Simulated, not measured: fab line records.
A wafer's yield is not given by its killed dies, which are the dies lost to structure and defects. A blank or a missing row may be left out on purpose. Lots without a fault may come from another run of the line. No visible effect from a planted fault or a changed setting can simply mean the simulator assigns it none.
Which tool was responsible? :: flow sky130 :: Sampling: 11 lots, 33 wafers, 5 of 708 route steps

WHAT THE GAUGES READ, wafer by wafer
SKY_CONTACT_BOW_MEAS_05.
lot: L385
measured: day 30 23:26
on: film_metro-03
CONTACT_BOW (um): 74 76 75

lot: L386
measured: day 31 06:02
on: film_metro-03
CONTACT_BOW (um): 84 68 88

lot: L389
measured: day 32 05:20
on: film_metro-02
CONTACT_BOW (um): 81 89 93

lot: L387
measured: day 32 07:28
on: film_metro-02
CONTACT_BOW (um): 77 87 87

lot: L391
measured: day 32 23:02
on: film_metro-02
CONTACT_BOW (um): 84 86 83

lot: L395
measured: day 34 06:53
on: film_metro-01
CONTACT_BOW (um): 84 79 86

lot: L396
measured: day 34 16:16
on: film_metro-01
CONTACT_BOW (um): 87 76 75

lot: L404
measured: day 37 01:32
on: film_metro-03
CONTACT_BOW (um): 81 91 80

lot: L405
measured: day 37 11:27
on: film_metro-01
CONTACT_BOW (um): 69 72 74

lot: L406
measured: day 37 16:01
on: film_metro-02
CONTACT_BOW (um): 85 75 86

lot: L407
measured: day 38 02:37
on: film_metro-02
CONTACT_BOW (um): 73 87 91

WHICH TOOL RAN EACH LOT (tool, then ch and the chambers of the sampled wafers, then the start)
lot: L385
SKY_GATE_OXIDE_STRIP_13: plasma_asher-01 ch 0,1, day 14 09:28
SKY_LDD_N_COAT_02: litho_track-03 ch 0, day 17 16:17
SKY_LDD_N_STRIP_16: plasma_asher-03 ch 0,1, day 18 09:01
SKY_SD_N_RTA_14: rtp_anneal-02 ch 0, day 28 11:27

lot: L386
SKY_GATE_OXIDE_STRIP_13: plasma_asher-04 ch 0, day 14 13:01
SKY_LDD_N_COAT_02: litho_track-03 ch 0, day 17 20:53
SKY_LDD_N_STRIP_16: plasma_asher-03 ch 0, day 18 13:14
SKY_SD_N_RTA_14: rtp_anneal-01 ch 0, day 28 16:54

lot: L389
SKY_GATE_OXIDE_STRIP_13: plasma_asher-04 ch 0,1, day 15 16:35
SKY_LDD_N_COAT_02: litho_track-02 ch 0, day 19 00:46
SKY_LDD_N_STRIP_16: plasma_asher-01 ch 0,1, day 19 17:25
SKY_SD_N_RTA_14: rtp_anneal-02 ch 0, day 29 18:47

lot: L387
SKY_GATE_OXIDE_STRIP_13: plasma_asher-01 ch 0,1, day 15 16:52
SKY_LDD_N_COAT_02: litho_track-02 ch 0, day 19 02:01
SKY_LDD_N_STRIP_16: plasma_asher-01 ch 0,1, day 19 18:10
SKY_SD_N_RTA_14: rtp_anneal-01 ch 0, day 29 20:56

lot: L391
SKY_GATE_OXIDE_STRIP_13: plasma_asher-01 ch 0,1, day 16 08:39
SKY_LDD_N_COAT_02: litho_track-01 ch 0, day 19 20:25
SKY_LDD_N_STRIP_16: plasma_asher-01 ch 0,1, day 20 13:46
SKY_SD_N_RTA_14: rtp_anneal-02 ch 0, day 30 12:20

lot: L395
SKY_GATE_OXIDE_STRIP_13: plasma_asher-01 ch 0,1, day 17 18:32
SKY_LDD_N_COAT_02: litho_track-01 ch 0, day 21 10:55
SKY_LDD_N_STRIP_16: plasma_asher-04 ch 0,1, day 22 03:32
SKY_SD_N_RTA_14: rtp_anneal-02 ch 0, day 31 21:13

lot: L396
SKY_GATE_OXIDE_STRIP_13: plasma_asher-02 ch 0,1, day 18 03:18
SKY_LDD_N_COAT_02: litho_track-01 ch 0, day 21 17:49
SKY_LDD_N_STRIP_16: plasma_asher-04 ch 0,1, day 22 10:31
SKY_SD_N_RTA_14: rtp_anneal-01 ch 0, day 32 05:31

lot: L404
SKY_GATE_OXIDE_STRIP_13: plasma_asher-04 ch 0,1, day 21 02:42
SKY_LDD_N_COAT_02: litho_track-02 ch 0, day 24 14:46
SKY_LDD_N_STRIP_16: plasma_asher-04 ch 0,1, day 25 06:20
SKY_SD_N_RTA_14: rtp_anneal-01 ch 0, day 34 17:58

lot: L405
SKY_GATE_OXIDE_STRIP_13: plasma_asher-02 ch 1, day 21 16:47
SKY_LDD_N_COAT_02: litho_track-02 ch 0, day 25 01:29
SKY_LDD_N_STRIP_16: plasma_asher-04 ch 0,1, day 25 17:23
SKY_SD_N_RTA_14: rtp_anneal-02 ch 0, day 35 03:35

lot: L406
SKY_GATE_OXIDE_STRIP_13: plasma_asher-04 ch 0,1, day 21 22:23
SKY_LDD_N_COAT_02: litho_track-02 ch 0, day 25 06:01
SKY_LDD_N_STRIP_16: plasma_asher-03 ch 0,1, day 25 23:16
SKY_SD_N_RTA_14: rtp_anneal-01 ch 0, day 35 08:16

lot: L407
SKY_GATE_OXIDE_STRIP_13: plasma_asher-01 ch 0,1, day 22 06:40
SKY_LDD_N_COAT_02: litho_track-02 ch 0, day 25 18:05
SKY_LDD_N_STRIP_16: plasma_asher-01 ch 0,1, day 26 09:59
SKY_SD_N_RTA_14: rtp_anneal-02 ch 0, day 35 18:25
- SKY_GATE_OXIDE_STRIP_13: strips in O2/N2.
- SKY_LDD_N_COAT_02: resist thk 300 nm.
- SKY_LDD_N_STRIP_16: strips in O2/N2.
- SKY_SD_N_RTA_14: time 2 s.

WHAT THE TOOLS THEMSELVES READ (means of the sampled wafers that have a number; where no wafer has one, the mark that the record gives instead)
SKY_GATE_OXIDE_STRIP_13.
lot: L385
tool: plasma_asher-01
drypump_motor_current_A (A): 5.0
oes_product_au (a.u.): 0.714
strip_time_to_endpoint_s (s): 14.23

lot: L386
tool: plasma_asher-04
drypump_motor_current_A (A): 5.9
oes_product_au (a.u.): 0.713
strip_time_to_endpoint_s (s): 14.19

lot: L389
tool: plasma_asher-04
drypump_motor_current_A (A): 5.5
oes_product_au (a.u.): 0.718
strip_time_to_endpoint_s (s): 14.11

lot: L387
tool: plasma_asher-01
drypump_motor_current_A (A): 5.0
oes_product_au (a.u.): 0.715
strip_time_to_endpoint_s (s): 14.21

lot: L391
tool: plasma_asher-01
drypump_motor_current_A (A): 5.0
oes_product_au (a.u.): 0.714
strip_time_to_endpoint_s (s): 14.17

lot: L395
tool: plasma_asher-01
drypump_motor_current_A (A): 5.0
oes_product_au (a.u.): 0.710
strip_time_to_endpoint_s (s): 14.16

lot: L396
tool: plasma_asher-02
drypump_motor_current_A (A): 5.8
oes_product_au (a.u.): 0.714
strip_time_to_endpoint_s (s): 14.15

lot: L404
tool: plasma_asher-04
drypump_motor_current_A (A): 5.1
oes_product_au (a.u.): 0.714
strip_time_to_endpoint_s (s): 14.10

lot: L405
tool: plasma_asher-02
drypump_motor_current_A (A): 5.6
oes_product_au (a.u.): 0.716
strip_time_to_endpoint_s (s): 14.22

lot: L406
tool: plasma_asher-04
drypump_motor_current_A (A): 5.1
oes_product_au (a.u.): 0.717
strip_time_to_endpoint_s (s): 14.21

lot: L407
tool: plasma_asher-01
drypump_motor_current_A (A): 5.0
oes_product_au (a.u.): 0.720
strip_time_to_endpoint_s (s): 14.24

SKY_LDD_N_COAT_02.
lot: L385
tool: litho_track-03
spin_speed_rpm (rpm): 2999.2

lot: L386
tool: litho_track-03
spin_speed_rpm (rpm): 2999.5

lot: L389
tool: litho_track-02
spin_speed_rpm (rpm): 3000.5

lot: L387
tool: litho_track-02
spin_speed_rpm (rpm): 2999.1

lot: L391
tool: litho_track-01
spin_speed_rpm (rpm): 2999.4

lot: L395
tool: litho_track-01
spin_speed_rpm (rpm): 2592.3

lot: L396
tool: litho_track-01
spin_speed_rpm (rpm): 2593.9

lot: L404
tool: litho_track-02
spin_speed_rpm (rpm): 2999.6

lot: L405
tool: litho_track-02
spin_speed_rpm (rpm): 2998.4

lot: L406
tool: litho_track-02
spin_speed_rpm (rpm): 2999.7

lot: L407
tool: litho_track-02
spin_speed_rpm (rpm): 2999.2

SKY_LDD_N_STRIP_16.
lot: L385
tool: plasma_asher-03
drypump_motor_current_A (A): 5.4
oes_product_au (a.u.): 0.405
strip_time_to_endpoint_s (s): 4.315

lot: L386
tool: plasma_asher-03
drypump_motor_current_A (A): 5.5
oes_product_au (a.u.): 0.405
strip_time_to_endpoint_s (s): 4.319

lot: L389
tool: plasma_asher-01
drypump_motor_current_A (A): 5.0
oes_product_au (a.u.): 0.403
strip_time_to_endpoint_s (s): 4.330

lot: L387
tool: plasma_asher-01
drypump_motor_current_A (A): 5.0
oes_product_au (a.u.): 0.404
strip_time_to_endpoint_s (s): 4.306

lot: L391
tool: plasma_asher-01
drypump_motor_current_A (A): 5.0
oes_product_au (a.u.): 0.409
strip_time_to_endpoint_s (s): 4.305

lot: L395
tool: plasma_asher-04
drypump_motor_current_A (A): 5.1
oes_product_au (a.u.): 0.418
strip_time_to_endpoint_s (s): 4.617

lot: L396
tool: plasma_asher-04
drypump_motor_current_A (A): 5.1
oes_product_au (a.u.): 0.420
strip_time_to_endpoint_s (s): 4.631

lot: L404
tool: plasma_asher-04
drypump_motor_current_A (A): 5.1
oes_product_au (a.u.): 0.408
strip_time_to_endpoint_s (s): 4.341

lot: L405
tool: plasma_asher-04
drypump_motor_current_A (A): 5.5
oes_product_au (a.u.): 0.408
strip_time_to_endpoint_s (s): 4.318

lot: L406
tool: plasma_asher-03
drypump_motor_current_A (A): 5.4
oes_product_au (a.u.): 0.406
strip_time_to_endpoint_s (s): 4.314

lot: L407
tool: plasma_asher-01
drypump_motor_current_A (A): 5.0
oes_product_au (a.u.): 0.408
strip_time_to_endpoint_s (s): 4.346

SKY_SD_N_RTA_14.
lot: L385
tool: rtp_anneal-02
chamber_o2_ppm: 2.004
lamp_power_pct (%): 15.78
wafer_temp_C_max: 1077.2

lot: L386
tool: rtp_anneal-01
chamber_o2_ppm: 2.001
lamp_power_pct (%): 15.76
wafer_temp_C_max: 1077.5

lot: L389
tool: rtp_anneal-02
chamber_o2_ppm: 2.003
lamp_power_pct (%): 15.70
wafer_temp_C_max: 1076.7

lot: L387
tool: rtp_anneal-01
chamber_o2_ppm: 2.007
lamp_power_pct (%): 15.74
wafer_temp_C_max: 1078.3

lot: L391
tool: rtp_anneal-02
chamber_o2_ppm: 1.990
lamp_power_pct (%): 15.74
wafer_temp_C_max: 1077.4

lot: L395
tool: rtp_anneal-02
chamber_o2_ppm: 2.007
lamp_power_pct (%): 15.78
wafer_temp_C_max: 1079.7

lot: L396
tool: rtp_anneal-01
chamber_o2_ppm: 2.003
lamp_power_pct (%): 15.73
wafer_temp_C_max: 1078.5

lot: L404
tool: rtp_anneal-01
chamber_o2_ppm: 1.980
lamp_power_pct (%): 15.77
wafer_temp_C_max: 1078.6

lot: L405
tool: rtp_anneal-02
chamber_o2_ppm: 2.003
lamp_power_pct (%): 15.68
wafer_temp_C_max: 1078.0

lot: L406
tool: rtp_anneal-01
chamber_o2_ppm: 1.977
lamp_power_pct (%): 15.68
wafer_temp_C_max: 1077.9

lot: L407
tool: rtp_anneal-02
chamber_o2_ppm: 2.033
lamp_power_pct (%): 15.76
wafer_temp_C_max: 1077.7

THE ANSWER, worked out from the rows above alone
Rule: usual is defined by the lots themselves. Put in order of their means at a reading, lots are off if they are a third of the lots or fewer, leave a main group of 4 or more, and stand apart from it by a gap of 3 or more times the standard deviation of the main group's means; of several such gaps the widest counts. If all means in a main group match to the digits the tables above print for the reading, that group is not used. A lot without any number at a reading at which 4 lots or more have one is off too. All remaining lots with rows at the step are treated as sound. First the gauges in route order, then the tools' own readings, where a lot's mean is used as printed above. At the first step where some lot is off, the reading lying furthest off is the one used; lots without a number count as furthest.
Off: L395, L396, at SKY_LDD_N_COAT_02 (spin_speed_rpm). Main group: mean 2999.4 rpm, sd 0.53.
A tool fits if, at that step or a process step before it, it ran every lot that is off, and no sound lot after the first of them. One fits: SKY_LDD_N_COAT_02 on litho_track-01. Its last sound lot is L391 (day 19 20:25), its first lot that is off L395 (day 21 10:55): a fault that began between those two fits.
On the lots that are off, the tool's own readings at SKY_LDD_N_COAT_02 differ by more than 5 times the standard deviation of the sound lots' means, which bears it out; spin_speed_rpm reads 2593.1 rpm there versus 2999.4 rpm on the sound lots.

WHAT THE SIMULATOR PUT IN
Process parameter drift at SKY_LDD_N_COAT_02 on litho_track-01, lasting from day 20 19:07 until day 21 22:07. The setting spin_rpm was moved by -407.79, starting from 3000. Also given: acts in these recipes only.
Struck lots among those shown: L395, L396. Same finding as the rule above.
